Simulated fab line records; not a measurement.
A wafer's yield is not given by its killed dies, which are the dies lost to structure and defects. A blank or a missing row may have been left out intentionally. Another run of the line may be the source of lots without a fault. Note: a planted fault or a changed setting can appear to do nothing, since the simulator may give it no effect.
fab line records | flow sfqLine
record lots=7 | wafers=19 | lastDay=92
route steps=325 shown M7@285 I7@296
lots that met no fault: from a run of the same line without faults
startH: start of the lot's first displayed wafer, in hours after the record's first day | waitH: how many hours have passed since the lot's step before this one | " as in the row above | L1.1+2: several wafers, shown together as one row | - value missing, or start not given | * or withheld: withheld | < > ~ a bound
route shown NAME@n: NAME is a module with steps in the file, n the number in the route of the first one | usual: mean/standard deviation of fault-free wafers | same: alike in all rows | chamber/n: place in a boat | sites: the reading at each site | _std_site: how widely they spread, as a standard deviation | _edge_site: outer sites' mean less inner sites' | radiusMm: for every site, how far away it sits from the centre of the wafer | mask NAME#n: copy n | behind: the last tool/chamber to shape the wafer | hold: why the lot went on hold/how many hours it stayed there/how the hold came to an end | device: names the non-switching transistor (n, p or np) | end of line: the same wafers' tests at the end of the route | a step without rows: its recipe alone | killed: dies that structure and defects cost at the first sort, which is not the same as the wafer's yield | map: shows each die of a wafer: x if killed, . if not, _ if none is there
set.NAME: the setting that was run; set.NAME@STEP: the one run at that earlier step | model.NAME: the simulator's own value behind a step, which no gauge read
a table for each step, a row for each wafer; lots at some steps of the route
services: when a tool's chamber went out of use (startH, in hours from the record's first day, below 0 if earlier), for how many hours, and the reason
## steps
# step SFQ_TRILAYER_M7_LITHO_COAT_182
# recipe resist=BARC | spinRpm=3000 | resistThkNm=62
# step SFQ_TRILAYER_M7_LITHO_COAT_177
# recipe resist=KrF | spinRpm=3000 | resistThkNm=600
# step SFQ_TRILAYER_M7_LITHO_SOFTBAKE_181
# recipe tempC=withheld | timeS=withheld | resist=KrF
# step SFQ_TRILAYER_M7_LITHO_EXPOSE_178
# recipe maskId=M7 | na=0.6 | sourceShape=conventional | sigmaOuter=0.65 | targetCdNm=500 | doseMj=14.4
# step SFQ_TRILAYER_M7_LITHO_PEB_180
# recipe pebTempC=115 | pebTimeS=60 | resist=KrF
# step SFQ_TRILAYER_M7_LITHO_DEVELOP_179
# recipe timeS=60 | resist=KrF
# step SFQ_M7_OVL_MEAS_945
# usual M7_OVL=1/4.8
lot.wafer | tool       | chamber | startH  | waitH | M7_OVL[nm]
L544.2    | overlay-01 | -       | 1825.73 | 0.1   | -4
L544.4    | "          | -       | "       | "     | 1
L544.6    | "          | -       | "       | "     | 4
L545.4    | overlay-02 | -       | 1828.06 | 0.1   | -1
L545.6    | "          | -       | "       | "     | 1
L547.1    | overlay-02 | -       | 1838.86 | 0.1   | -6
L547.6    | "          | -       | "       | "     | -10
L555.2    | overlay-01 | -       | 2099.71 | 0.1   | -6
L555.4    | "          | -       | "       | "     | 1
L555.5    | "          | -       | "       | "     | -2
L556.2    | overlay-02 | -       | 2100.91 | 0.1   | -5
L556.4    | "          | -       | "       | "     | 5
L556.6    | "          | -       | "       | "     | -2
L560.2    | overlay-01 | -       | 2194.01 | 0.1   | 8
L560.5    | "          | -       | "       | "     | 2
L560.6    | "          | -       | "       | "     | 5
L561.1    | overlay-02 | -       | 2197.60 | 0.1   | -1
L561.3    | "          | -       | "       | "     | 3
L561.4    | "          | -       | "       | "     | 7
# step SFQ_TRILAYER_M7_BARC_OPEN_METAL_ETCH_229
# recipe maskMaterial=PR | chemistry=O2 | targetDepthNm=125 | target=BARC | icpW=600 | biasW=80 | pressureMtorr=10 | timeS=41.7
# step SFQ_TRILAYER_M7_ETCH_METAL_ETCH_180
# recipe target=Nb | stopOn=SiO2 | maskMaterial=PR | chemistry=Cl2/Ar | targetDepthNm=240 | icpW=600 | biasW=80 | pressureMtorr=10 | timeS=120
# usual drypumpMotorCurrentA=6.0/0.36 | oesProductAu=0.892/0.0061
# same timeS=120
lot.wafer | tool        | chamber | startH  | waitH | drypumpMotorCurrentA | oesProductAu | rfHoursCounterH
L544.2    | rieMetal-01 | 0       | 1825.82 | 0.0   | 5.9                  | 0.901        | 79
L544.4    | "           | 0       | "       | "     | 5.9                  | 0.896        | -
L544.6    | "           | 0       | "       | "     | 5.9                  | 0.900        | -
L545.4    | rieMetal-02 | 0       | 1828.18 | 0.1   | 6.2                  | 0.880        | -
L545.6    | "           | 0       | "       | "     | 6.2                  | 0.887        | -
L547.1    | rieMetal-02 | 0       | 1838.95 | 0.0   | 6.2                  | 0.891        | 7
L547.6    | "           | 0       | "       | "     | 6.3                  | 0.886        | -
L555.2    | rieMetal-04 | 0       | 2099.80 | 0.0   | 6.4                  | 0.896        | 21
L555.4    | "           | 0       | "       | "     | 6.4                  | 0.886        | -
L555.5    | "           | 1       | "       | "     | 5.2                  | 0.890        | -
L556.2    | rieMetal-01 | 0       | 2101.00 | 0.0   | 6.0                  | 0.896        | 114
L556.4    | "           | 1       | "       | "     | 6.1                  | 0.887        | -
L556.6    | "           | 1       | "       | "     | 6.1                  | 0.887        | -
L560.2    | rieMetal-01 | 1       | 2194.10 | 0.0   | 6.1                  | 0.887        | 86
L560.5    | "           | 0       | "       | "     | 5.9                  | 0.884        | -
L560.6    | "           | 1       | "       | "     | 6.1                  | 0.895        | -
L561.1    | rieMetal-02 | 0       | 2197.70 | 0.0   | 6.2                  | 0.894        | 52
L561.3    | "           | 1       | "       | "     | 5.9                  | 0.897        | -
L561.4    | "           | 0       | "       | "     | 6.3                  | 0.888        | -
# step SFQ_TRILAYER_M7_STRIP_STRIP_181
# recipe gas=O2 | powerW=200 | platenTempC=40 | overashFraction=0.65 | chemistry=O2 | pressureMtorr=50
# usual drypumpMotorCurrentA=6.0/0.36 | oesProductAu=1.004/0.0095
lot.wafer | tool        | chamber | startH  | waitH | drypumpMotorCurrentA | oesProductAu | rfHoursCounterH
L544.2    | rieMetal-01 | 0       | 1825.94 | 0.1   | 5.9                  | 1.006        | 79
L544.4    | "           | 0       | "       | "     | 5.9                  | 1.016        | -
L544.6    | "           | 0       | "       | "     | 5.9                  | 1.016        | -
L545.4    | rieMetal-02 | 0       | 1828.46 | 0.2   | 6.2                  | 1.008        | -
L545.6    | "           | 0       | "       | "     | 6.2                  | 1.023        | -
L547.1    | rieMetal-02 | 0       | 1839.08 | 0.1   | 6.2                  | 1.004        | 7
L547.6    | "           | 0       | "       | "     | 6.3                  | 1.004        | -
L555.2    | rieMetal-04 | 0       | 2099.93 | 0.1   | 6.4                  | 0.992        | 22
L555.4    | "           | 0       | "       | "     | 6.4                  | 0.996        | -
L555.5    | "           | 1       | "       | "     | 5.2                  | 0.985        | -
L556.2    | rieMetal-01 | 0       | 2101.13 | 0.1   | 5.9                  | 0.999        | 114
L556.4    | "           | 1       | "       | "     | 6.1                  | 0.996        | -
L556.6    | "           | 1       | "       | "     | 6.1                  | 0.985        | -
L560.2    | rieMetal-01 | 1       | 2194.22 | 0.1   | 6.1                  | 1.012        | 86
L560.5    | "           | 0       | "       | "     | 5.9                  | 1.011        | -
L560.6    | "           | 1       | "       | "     | 6.1                  | 1.013        | -
L561.1    | rieMetal-02 | 0       | 2197.82 | 0.1   | 6.3                  | 1.001        | 52
L561.3    | "           | 1       | "       | "     | 5.9                  | 1.015        | -
L561.4    | "           | 0       | "       | "     | 6.2                  | 1.001        | -
# step SFQ_TRILAYER_M7_STRIP_SOLV_CLEAN_182
# recipe chemistry=NMP | tempC=70 | timeS=600
# step SFQ_TRILAYER_I7_DEP_PECVD_183
# recipe material=SiO2 | tempC=150 | timeS=111.11 | pressureTorr=2.4 | rfW=183.3 | precursor=SiH4/N2O | targetThkNm=500
# usual heaterPowerOuterW=27/9.2 | heaterPowerW=82/17 | showerheadVppV=857/31 | throttleValvePct=24.0/1.4
# same timeS=111.11
lot.wafer | tool     | chamber | startH  | waitH | heaterPowerOuterW | heaterPowerW | showerheadVppV | throttleValvePct
L544.2    | pecvd-03 | 1       | 1826.72 | 0.0   | 30                | 99           | 876            | 23.2
L544.4    | "        | 2       | "       | "     | 26                | 74           | 900            | 24.6
L544.6    | "        | 1       | "       | "     | 32                | 102          | 844            | 23.3
L545.4    | pecvd-03 | 2       | 1829.08 | 0.0   | 34                | 86           | 885            | 24.1
L545.6    | "        | 1       | "       | "     | 36                | 104          | 861            | 23.2
L547.1    | pecvd-02 | 2       | 1839.85 | 0.0   | 27                | 78           | 877            | 26.1
L547.6    | "        | 0       | "       | "     | 22                | 66           | 828            | 24.8
L555.2    | pecvd-04 | 1       | 2100.70 | 0.0   | 21                | 67           | 823            | 23.5
L555.4    | "        | 0       | "       | "     | 17                | 63           | 908            | 22.5
L555.5    | "        | 1       | "       | "     | 21                | 68           | 841            | 23.5
L556.2    | pecvd-03 | 1       | 2101.90 | 0.0   | 40                | 110          | 838            | 24.1
L556.4    | "        | 0       | "       | "     | 37                | 104          | 832            | 21.9
L556.6    | "        | 2       | "       | "     | 29                | 79           | 881            | 25.1
L560.2    | pecvd-02 | 1       | 2195.00 | 0.0   | 30                | 75           | 875            | 25.1
L560.5    | "        | 1       | "       | "     | 32                | 79           | 852            | 25.2
L560.6    | "        | 2       | "       | "     | 18                | 66           | 886            | 27.4
L561.1    | pecvd-03 | 2       | 2198.60 | 0.0   | 33                | 83           | 892            | 25.3
L561.3    | "        | 1       | "       | "     | 38                | 109          | 833            | 24.4
L561.4    | "        | 0       | "       | "     | 42                | 111          | 825            | 22.5
# step SFQ_TRILAYER_I7_CMP_CMP_184
# recipe material=SiO2 | downForcePsi=3 | platenRpm=60 | padVelocityMS=0.94248
# usual edgeZonePressureFrac=0.999/0.0054 | motorCurrentA=10.3/1.1 | timeToEndpointS=216/8.5
lot.wafer | tool   | chamber | startH  | waitH | edgeZonePressureFrac | motorCurrentA | timeToEndpointS | model.SiO2_of_TRILAYER_I7_DEP_PECVD_183.thkNm
L544.4    | cmp-01 | 1       | 1826.79 | 0.0   | 0.996                | 10.9          | 217             | 221.9
L544.2    | "      | 2       | "       | "     | 0.996                | 9.9           | 220             | 201.3
L544.6    | "      | 1       | 1828.79 | 2.0   | 0.991                | 11.2          | 225             | 201.5
L545.4    | cmp-01 | 0       | 1829.79 | 0.7   | 0.993                | 10.4          | 205             | 220.9
L545.6    | "      | 0       | 1831.79 | 2.7   | 1.001                | 10.1          | 217             | 200.4
L547.1    | cmp-01 | 2       | 1840.93 | 1.0   | 0.999                | 9.6           | 201             | 221.4
L547.6    | "      | 1       | 1842.43 | 2.5   | 0.996                | 10.6          | 220             | 201.1
L555.4    | cmp-02 | 3       | 2101.28 | 0.5   | 1.004                | 9.9           | 216             | 197.2
L555.2    | "      | 0       | "       | "     | 0.990                | 8.6           | 212             | 199.5
L555.5    | "      | 3       | 2103.28 | 2.5   | 1.003                | 10.4          | 217             | 198.7
L556.4    | cmp-01 | 3       | 2102.46 | 0.5   | 0.998                | 9.9           | 205             | 198.3
L556.2    | "      | 1       | 2103.46 | 1.5   | 0.990                | 11.4          | 226             | 201.2
L556.6    | "      | 0       | 2104.96 | 3.0   | 0.989                | 10.3          | 209             | 198.8
L560.2    | cmp-01 | 0       | 2196.08 | 1.0   | 0.998                | 9.9           | 205             | 198.8
L560.5    | "      | 2       | 2197.08 | 2.0   | 0.998                | 10.1          | 215             | 201.1
L560.6    | "      | 3       | "       | "     | 0.994                | 9.7           | 206             | 198.4
L561.3    | cmp-01 | 2       | 2199.18 | 0.5   | 0.996                | 10.0          | 214             | 200.9
L561.4    | "      | 3       | "       | "     | 1.008                | 10.4          | 207             | 198.2
L561.1    | "      | 0       | "       | "     | 1.015                | 10.2          | 208             | 198.4
# step SFQ_I7_BOW_MEAS_946
# recipe mode=bow
# usual I7_BOW=7/13
lot.wafer | tool         | chamber | startH  | waitH | hold                    | I7_BOW[um]
L544.2    | filmMetro-02 | -       | 1829.81 | 2.0   | -                       | 10
L544.4    | "            | -       | "       | "     | -                       | 10
L544.6    | "            | -       | "       | "     | -                       | 25
L544.2    | filmMetro-02 | -       | 1831.13 | 1.3   | -                       | -
L544.4    | "            | -       | "       | "     | -                       | -
L544.6    | "            | -       | "       | "     | -                       | -
L545.4    | filmMetro-01 | -       | 1832.85 | 2.6   | awaitDispo/0.2h/release | 5
L545.6    | "            | -       | "       | "     | awaitDispo/0.2h/release | 13
L545.4    | filmMetro-01 | -       | 1834.17 | 1.3   | -                       | -
L545.6    | "            | -       | "       | "     | -                       | -
L547.1    | filmMetro-01 | -       | 1842.93 | 1.5   | awaitDispo/0.2h/release | -16
L547.6    | "            | -       | "       | "     | awaitDispo/0.2h/release | -4
L547.1    | filmMetro-01 | -       | 1844.25 | 1.3   | -                       | -
L547.6    | "            | -       | "       | "     | -                       | -
L555.2    | filmMetro-02 | -       | 2103.80 | 1.5   | -                       | 5
L555.4    | "            | -       | "       | "     | -                       | 13
L555.5    | "            | -       | "       | "     | -                       | 6
L556.2    | filmMetro-03 | -       | 2105.48 | 1.5   | -                       | 47
L556.4    | "            | -       | "       | "     | -                       | 50
L556.6    | "            | -       | "       | "     | -                       | 43
L560.2    | filmMetro-02 | -       | 2198.10 | 1.5   | -                       | 12
L560.5    | "            | -       | "       | "     | -                       | -2
L560.6    | "            | -       | "       | "     | -                       | -19
L561.1    | filmMetro-03 | -       | 2201.68 | 1.0   | -                       | -12
L561.3    | "            | -       | "       | "     | -                       | -2
L561.4    | "            | -       | "       | "     | -                       | 6
# step SFQ_TRILAYER_I7_METRO_MEASURE_185
# usual thkNm=199.9/1.2
lot.wafer | tool         | chamber | startH  | waitH | hold                    | thkNm
L544.2    | filmMetro-02 | -       | 1835.03 | 3.9   | -                       | 201.3
L544.4    | "            | -       | "       | "     | -                       | 222.1
L544.6    | "            | -       | "       | "     | -                       | 201.6
L544.2    | filmMetro-02 | -       | 1836.40 | 1.2   | -                       | 201.3
L544.4    | "            | -       | "       | "     | -                       | 221.7
L544.6    | "            | -       | "       | "     | -                       | 201.7
L545.4    | filmMetro-02 | -       | 1839.44 | 5.2   | awaitDispo/4.6h/release | 221.1
L545.6    | "            | -       | "       | "     | awaitDispo/4.6h/release | 200.5
L547.1    | filmMetro-01 | -       | 1848.82 | 4.5   | awaitDispo/4.4h/release | 221.3
L547.6    | "            | -       | 1849.82 | 5.4   | awaitDispo/4.4h/release | 201.1
L555.2    | filmMetro-02 | -       | 2104.10 | 0.3   | -                       | 199.4
L555.4    | "            | -       | "       | "     | -                       | 197.2
L555.5    | "            | -       | "       | "     | -                       | 198.7
L556.2    | filmMetro-03 | -       | 2105.78 | 0.3   | -                       | 201.3
L556.4    | "            | -       | "       | "     | -                       | 198.4
L556.6    | "            | -       | "       | "     | -                       | 198.7
L560.2    | filmMetro-02 | -       | 2198.40 | 0.3   | -                       | 198.7
L560.5    | "            | -       | "       | "     | -                       | 201.1
L560.6    | "            | -       | "       | "     | -                       | 198.5
L561.1    | filmMetro-03 | -       | 2201.80 | 0.1   | -                       | 198.4
L561.3    | "            | -       | "       | "     | -                       | 200.9
L561.4    | "            | -       | "       | "     | -                       | 198.1
# step SFQ_TRILAYER_I7_VIA_LITHO_COAT_192
# recipe resist=BARC | spinRpm=3000 | resistThkNm=62
# step SFQ_TRILAYER_I7_VIA_LITHO_COAT_187
# recipe resist=KrF | spinRpm=3000 | resistThkNm=650
# step SFQ_TRILAYER_I7_VIA_LITHO_SOFTBAKE_191
# recipe tempC=withheld | timeS=withheld | resist=KrF
# step SFQ_TRILAYER_I7_VIA_LITHO_EXPOSE_188
# recipe maskId=I7 | na=0.6 | sourceShape=conventional | sigmaOuter=0.65 | targetCdNm=1000 | doseMj=21.3
# step SFQ_TRILAYER_I7_VIA_LITHO_PEB_190
# recipe pebTempC=115 | pebTimeS=60 | resist=KrF
# step SFQ_TRILAYER_I7_VIA_LITHO_DEVELOP_189
# recipe timeS=60 | resist=KrF
# step SFQ_I7_OVL_MEAS_947
# usual I7_OVL=1/4.8
lot.wafer | tool       | chamber | startH  | waitH | I7_OVL[nm]
L545.4    | overlay-01 | -       | 1843.01 | 0.1   | 14
L545.6    | "          | -       | "       | "     | 6
L544.2    | overlay-02 | -       | 1843.11 | 0.1   | -1
L544.4    | "          | -       | "       | "     | -5
L544.6    | "          | -       | "       | "     | -2
L547.1    | overlay-01 | -       | 1853.49 | 0.1   | -6
L547.6    | "          | -       | "       | "     | -2
L555.2    | overlay-02 | -       | 2107.36 | 0.1   | -2
L555.4    | "          | -       | "       | "     | 1
L555.5    | "          | -       | "       | "     | -6
L556.2    | overlay-02 | -       | 2109.03 | 0.1   | -6
L556.4    | "          | -       | "       | "     | -4
L556.6    | "          | -       | "       | "     | -2
L560.2    | overlay-02 | -       | 2201.65 | 0.1   | 1
L560.5    | "          | -       | "       | "     | 1
L560.6    | "          | -       | "       | "     | -6
L561.1    | overlay-02 | -       | 2206.61 | 0.1   | 3
L561.3    | "          | -       | "       | "     | 2
L561.4    | "          | -       | "       | "     | 2
# step SFQ_TRILAYER_I7_VIA_BARC_OPEN_VIA_ETCH_260
# recipe maskMaterial=PR | chemistry=O2 | targetDepthNm=125 | target=BARC | sourceW=500 | biasW=80 | pressureMtorr=30 | timeS=41.7
# usual drypumpMotorCurrentA=5.6/0.52 | oesProductAu=0.685/0.0045
# same timeS=41.7
lot.wafer | tool       | chamber | startH  | waitH | drypumpMotorCurrentA | oesProductAu | rfHoursCounterH
L545.4    | rieDiel-02 | 0       | 1843.02 | 0.0   | 5.5                  | 0.683        | 0
L545.6    | "          | 3       | "       | "     | 5.8                  | 0.682        | -
L544.2    | rieDiel-01 | 0       | 1843.14 | 0.0   | 5.6                  | 0.679        | 3
L544.4    | "          | 2       | "       | "     | 6.8                  | 0.685        | 13
L544.6    | "          | 1       | "       | "     | 5.6                  | 0.687        | -
L547.1    | rieDiel-02 | 3       | 1853.53 | 0.0   | 5.8                  | 0.686        | 1
L547.6    | "          | 2       | "       | "     | 5.0                  | 0.685        | -
L555.2    | rieDiel-01 | 2       | 2107.39 | 0.0   | 6.8                  | 0.684        | 16
L555.4    | "          | 2       | "       | "     | 6.8                  | 0.681        | -
L555.5    | "          | 1       | "       | "     | 5.5                  | 0.685        | -
L556.2    | rieDiel-04 | 1       | 2109.06 | 0.0   | 5.3                  | 0.692        | 12
L556.4    | "          | 0       | "       | "     | 5.7                  | 0.687        | 16
L556.6    | "          | 3       | "       | "     | 6.0                  | 0.680        | -
L560.2    | rieDiel-01 | 0       | 2201.68 | 0.0   | 5.7                  | 0.684        | 9
L560.5    | "          | 0       | "       | "     | 5.6                  | 0.685        | -
L560.6    | "          | 1       | "       | "     | 5.5                  | 0.688        | -
L561.1    | rieDiel-01 | 1       | 2206.65 | 0.0   | 5.5                  | 0.683        | 9
L561.3    | "          | 3       | "       | "     | 5.3                  | 0.681        | 16
L561.4    | "          | 0       | "       | "     | 5.7                  | 0.685        | 9
# step SFQ_TRILAYER_I7_VIA_ETCH_VIA_ETCH_190
# recipe target=SiO2 | stopOn=Nb | maskMaterial=PR | taperDeg=20 | chemistry=CHF3 | targetDepthNm=260 | sourceW=500 | biasW=80 | pressureMtorr=30 | timeS=withheld
# usual drypumpMotorCurrentA=5.6/0.51 | oesProductAu=0.854/0.0051
lot.wafer | tool       | chamber | startH  | waitH | drypumpMotorCurrentA | oesProductAu | model.I7.featureDepthNm | model.etch.depthNm
L545.4    | rieDiel-02 | 0       | 1843.06 | 0.0   | 5.5                  | 0.894        | 220.9                   | 220.9
L545.6    | "          | 3       | "       | "     | 5.8                  | 0.858        | 200.4                   | 200.4
L544.2    | rieDiel-01 | 0       | 1843.18 | 0.0   | 5.6                  | 0.860        | 201.3                   | 201.3
L544.4    | "          | 2       | "       | "     | 6.8                  | 0.901        | 221.9                   | 221.9
L544.6    | "          | 1       | "       | "     | 5.5                  | 0.857        | 201.5                   | 201.5
L547.1    | rieDiel-02 | 3       | 1853.57 | 0.0   | 5.9                  | 0.908        | 221.4                   | 221.4
L547.6    | "          | 2       | "       | "     | 5.0                  | 0.854        | 201.1                   | 201.1
L555.2    | rieDiel-01 | 2       | 2107.43 | 0.0   | 6.8                  | 0.857        | 199.5                   | 199.5
L555.4    | "          | 2       | "       | "     | 6.8                  | 0.851        | 197.2                   | 197.2
L555.5    | "          | 1       | "       | "     | 5.5                  | 0.851        | 198.7                   | 198.7
L556.2    | rieDiel-04 | 1       | 2109.10 | 0.0   | 5.4                  | 0.858        | 201.2                   | 201.2
L556.4    | "          | 0       | "       | "     | 5.7                  | 0.851        | 198.3                   | 198.3
L556.6    | "          | 3       | "       | "     | 6.0                  | 0.854        | 198.8                   | 198.8
L560.2    | rieDiel-01 | 0       | 2201.72 | 0.0   | 5.7                  | 0.849        | 198.8                   | 198.8
L560.5    | "          | 0       | "       | "     | 5.6                  | 0.862        | 201.1                   | 201.1
L560.6    | "          | 1       | "       | "     | 5.5                  | 0.851        | 198.4                   | 198.4
L561.1    | rieDiel-01 | 1       | 2206.69 | 0.0   | 5.5                  | 0.852        | 198.4                   | 198.4
L561.3    | "          | 3       | "       | "     | 5.3                  | 0.868        | 200.9                   | 200.9
L561.4    | "          | 0       | "       | "     | 5.6                  | 0.848        | 198.2                   | 198.2
# step SFQ_TRILAYER_I7_VIA_STRIP_STRIP_191
# recipe gas=O2 | powerW=200 | platenTempC=40 | overashFraction=0.65 | chemistry=O2 | pressureMtorr=50
# usual drypumpMotorCurrentA=6.0/0.47 | oesProductAu=1.000/0.0096
lot.wafer | tool        | chamber | startH  | waitH | drypumpMotorCurrentA | oesProductAu | rfHoursCounterH
L544.2    | rieMetal-02 | 1       | 1843.29 | -     | 5.9                  | 0.995        | 89
L544.4    | "           | 1       | "       | "     | 5.9                  | 0.999        | -
L544.6    | "           | 0       | "       | "     | 6.3                  | 1.000        | -
L545.4    | rieMetal-04 | 0       | 1843.97 | -     | 6.4                  | 0.995        | -
L545.6    | "           | 1       | "       | "     | 5.2                  | 0.994        | -
L547.1    | rieMetal-02 | 0       | 1854.07 | -     | 6.3                  | 1.015        | 9
L547.6    | "           | 0       | "       | "     | 6.2                  | 1.011        | -
L555.2    | rieMetal-02 | 0       | 2107.54 | -     | 6.2                  | 1.011        | 42
L555.4    | "           | 1       | "       | "     | 5.9                  | 1.016        | -
L555.5    | "           | 1       | "       | "     | 5.8                  | 1.016        | -
L556.2    | rieMetal-03 | 0       | 2109.21 | -     | 6.6                  | 0.996        | 18
L556.4    | "           | 1       | "       | "     | 5.7                  | 0.985        | -
L556.6    | "           | 1       | "       | "     | 5.7                  | 0.980        | -
L560.2    | rieMetal-04 | 0       | 2201.84 | -     | 6.4                  | 0.990        | 33
L560.5    | "           | 1       | "       | "     | 5.2                  | 0.981        | -
L560.6    | "           | 0       | "       | "     | 6.4                  | 0.994        | -
L561.1    | rieMetal-02 | 0       | 2206.80 | -     | 6.2                  | 1.000        | 53
L561.3    | "           | 1       | "       | "     | 5.9                  | 1.007        | -
L561.4    | "           | 0       | "       | "     | 6.2                  | 1.006        | -
## services
tool         | chamber | startH  | hours | kind
rieDiel-01   | 1       | 1818.22 | 8.9   | repair
pecvd-03     | 1       | 1830.95 | 29.4  | repair
filmMetro-02 | -       | 1842.34 | 0.9   | pm
rieDiel-01   | -       | 1847.98 | 2.8   | pm
filmMetro-02 | -       | 1870.82 | 3.6   | repair
rieMetal-02  | 1       | 1880.71 | 16.5  | repair
cmp-01       | -       | 1884.99 | 5.6   | pm
filmMetro-02 | -       | 1902.38 | 0.1   | pm
filmMetro-02 | -       | 1911.86 | 1.8   | repair
filmMetro-02 | -       | 1919.21 | 0.5   | pm
rieMetal-01  | -       | 1921.96 | 1.4   | pm
rieMetal-02  | 1       | 1925.76 | 20.1  | repair
cmp-01       | -       | 1941.58 | 4.0   | pm
rieDiel-01   | 2       | 1953.61 | 5.0   | repair
filmMetro-02 | -       | 2000.22 | 2.0   | repair
rieDiel-01   | 3       | 2051.48 | 132.0 | repair
cmp-01       | -       | 2054.37 | 0.4   | repair
cmp-01       | -       | 2064.28 | 1.1   | repair
filmMetro-02 | -       | 2087.34 | 0.4   | pm
cmp-01       | -       | 2146.34 | 0.3   | repair
filmMetro-02 | -       | 2147.38 | 0.3   | pm
rieMetal-01  | -       | 2162.38 | 2.8   | pm
filmMetro-02 | -       | 2164.21 | 0.5   | pm
rieMetal-01  | 1       | 2199.70 | 2.0   | repair
## key
firstSign step=SFQ_I7_BOW_MEAS_946 | reading=visit | direction=added
effect step=SFQ_TRILAYER_I7_METRO_MEASURE_185 | reading=thkNm | direction=up | sigmas=18 | usual=199.9 | struck=221.5
effect step=SFQ_TRILAYER_I7_VIA_ETCH_VIA_ETCH_190 | reading=oesProductAu | direction=up | sigmas=9.3 | usual=0.854 | struck=0.901
modelEffect step=SFQ_TRILAYER_I7_CMP_CMP_184 | value=SiO2_of_TRILAYER_I7_DEP_PECVD_183.thkNm | without=201.4 | struck=221.4
modelEffect step=SFQ_TRILAYER_I7_VIA_ETCH_VIA_ETCH_190 | value=I7.featureDepthNm | without=201.4 | struck=221.4
metAt SFQ_TRILAYER_I7_CMP_CMP_184
struckWafers L544.4,L545.4,L547.1
fault kind=processParameterDrift | tool=cmp-01 | chamber=- | onsetH=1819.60 | steps=SFQ_TRILAYER_I7_CMP_CMP_184 | channel=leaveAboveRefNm | offset=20 | shape=step | endH=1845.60 | scope=struckWafersOnly | actsIn=theseRecipesOnly | stated=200
